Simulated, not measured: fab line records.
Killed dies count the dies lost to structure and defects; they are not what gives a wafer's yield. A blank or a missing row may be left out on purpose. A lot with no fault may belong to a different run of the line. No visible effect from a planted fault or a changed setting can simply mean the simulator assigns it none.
Comparing a struck lot with a sound one / flow sky130 / 17 steps out of a route of 708
Sound: wafers L436.2, L436.5, L436.6. The struck wafers were L447.2, L447.3, L447.5. The cause comes at the end.
Per side, at each step with rows, come the tool, then ch with its chambers, and then its first start. Under that, the readings that differ: sound wafers / struck wafers / difference of the means / sigmas: that difference in standard deviations of wafers without a fault.
alike: words and numbers the same on both sides, and readings whose means are apart by under 2 such deviations; not compared: readings that were withheld, readings missing a value for some wafer, numbers with overlapping values and no deviation given by the record, and bounds like >300 which may hide the same value.
A row with sigmas, a row that says differs or no value, or rows on one side alone: a step with any of these is where the two part. When numbers do not overlap yet have no deviation, they are printed without sigmas and do not part them. Lack of a reading on every wafer of one side parts them only where that side has two or more wafers.

first, 2 steps without rows for these wafers: SKY_NWELL_IMPLANT_12; SKY_NWELL_IMPLANT_13.
SKY_NWELL_STRIP_14: strips in O2/N2.
  sound on plasma-asher-02 ch 0,1, day 4 14:44; struck on plasma-asher-03 ch 0, day 7 03:52
  alike: drypump-motor-current-A, oes-product-au, strip-time-to-endpoint-s
  not compared: rf-hours-counter-h
SKY_NWELL_TW_MEAS_15:
  sound: film-metro-01 at day 4 14:50; struck: film-metro-04 at day 7 03:58
  alike: NWELL_TW
then, 7 steps without rows for these wafers: SKY_NWELL_DEHYDRATE_16 (time 60 s); SKY_NWELL_HMDS_17 (prime time 60 s); SKY_NWELL_COAT_18 (resist thk 3000 nm); SKY_NWELL_SOFTBAKE_19; SKY_NWELL_EXPOSE_20 (exposes mask NWM COMPLEMENT, target cd 840 nm); SKY_NWELL_PEB_21; SKY_NWELL_DEVELOP_22 (develop time 60 s).
SKY_NWELL_OVL_MEAS_23:
  sound: overlay-02 at day 5 07:56; struck: overlay-01 at day 7 22:56
  alike: NWELL_01_OVL
SKY_NWELL_IMPLANT_24:
  sound on implanter-01 ch 0, day 5 07:59; struck on implanter-03 ch 0, day 7 22:59
reading=implant-ion-amu; sound=11 11 11; struck=49 49 49; difference=+38; sigmas=
reading=model.implant.drp-nm (nm); sound=95.47 95.47 95.47; struck=44.43 44.43 44.43; difference=-51.04; sigmas=
SKY_NWELL_STRIP_25: strips in O2/N2.
  sound on plasma-asher-02 ch 0,1, day 5 08:07; struck on plasma-asher-03 ch 0,1, day 7 23:07
reading=strip-time-to-endpoint-s (s); sound=36.88 36.88 36.95; struck=36.67 36.68 36.70; difference=-0.22; sigmas=-2
  alike: drypump-motor-current-A, oes-product-au
  not compared: rf-hours-counter-h
SKY_NWELL_TW_MEAS_26:
  sound: film-metro-02 at day 5 08:13; struck: film-metro-01 at day 7 23:13
reading=NWELL_2_TW; sound=497 494 499; struck=957 956 961; difference=+461; sigmas=+85
then, 1 step without rows for these wafers: SKY_NWELL_CLEAN_27 (cleans in SC1/SC2, time 150 s).
-- the record jumps here: 40 days lie between the struck wafers' starts before and after (it left off in module NWELL and takes up again in module PAD_OPEN, whose first step shown is number 708 of the route) --
SKY_PAD_OPEN_PROBE_99:
  sound: prober-01 at day 45 17:02; struck: prober-01 at day 48 09:53
reading=killed-at-contacts; sound=20 26 12; struck=36 39 38; difference=+18; sigmas=+3
  alike: killed_at_M0_to_M3, killed_at_M4_up, killed-at-front-end, killed-at-other, killed-dies, killed-open, killed-short

## WHERE THEY PART
First at SKY_NWELL_STRIP_25; last, within this record, at SKY_PAD_OPEN_PROBE_99.

WHY: the cause the simulator had injected
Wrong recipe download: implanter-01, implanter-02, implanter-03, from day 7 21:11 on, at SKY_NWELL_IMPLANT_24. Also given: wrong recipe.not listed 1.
